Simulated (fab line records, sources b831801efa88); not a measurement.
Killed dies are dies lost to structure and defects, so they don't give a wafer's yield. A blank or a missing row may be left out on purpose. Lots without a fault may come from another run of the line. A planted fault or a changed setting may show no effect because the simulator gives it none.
Which tool did it? | flow sky130 | 12 lots, 36 wafers sampled, at 1 step of a route of 708

WHAT THE GAUGES READ, wafer by wafer
SKY_NWELL_OVL_MEAS_23.
lot  | measured     | on         | NWELL_01_OVL (nm)
L075 | day 5 15:59  | overlay-02 | 2.6 1.0 2.7
L077 | day 6 00:47  | overlay-01 | 0.6 -0.6 1.3
L079 | day 6 12:47  | overlay-02 | 1.4 0.6 1.3
L081 | day 6 22:41  | overlay-01 | 2.6 -0.1 1.4
L083 | day 7 13:44  | overlay-01 | 1.4 -3.1 2.0
L085 | day 7 23:47  | overlay-01 | 0.7 1.0 0.6
L087 | day 8 12:35  | overlay-02 | 0.3 1.8 -0.3
L089 | day 9 01:20  | overlay-02 | 2.5 2.8 1.7
L091 | day 9 15:06  | overlay-02 | 0.6 0.7 1.1
L093 | day 10 00:50 | overlay-01 | -1.0 2.3 1.2
L095 | day 10 14:44 | overlay-02 | 0.8 1.2 -0.9
L097 | day 11 01:38 | overlay-02 | 2.4 0.5 0.9

WHICH TOOL RAN EACH LOT (tool, then ch and the chambers of the sampled wafers, then the start)
The record holds no process step before these readings.

THE ANSWER, worked out from the rows above alone
Rule: what is usual is taken from the lots themselves. Put in order of their means at a reading, lots are off if they are a third of the lots or fewer, leave a main group of 4 or more, and stand apart from it by a gap of 3 or more times the standard deviation of the main group's means; of several such gaps the widest counts. A main group whose means are all the same, to the digits that the tables above print for the reading, isn't used. A lot without any number at a reading at which 4 lots or more have one is off too. The other lots that the step has rows for count as sound.
No lot is off at any reading shown: from this, nothing can be told.

WHAT THE SIMULATOR HAD PUT IN
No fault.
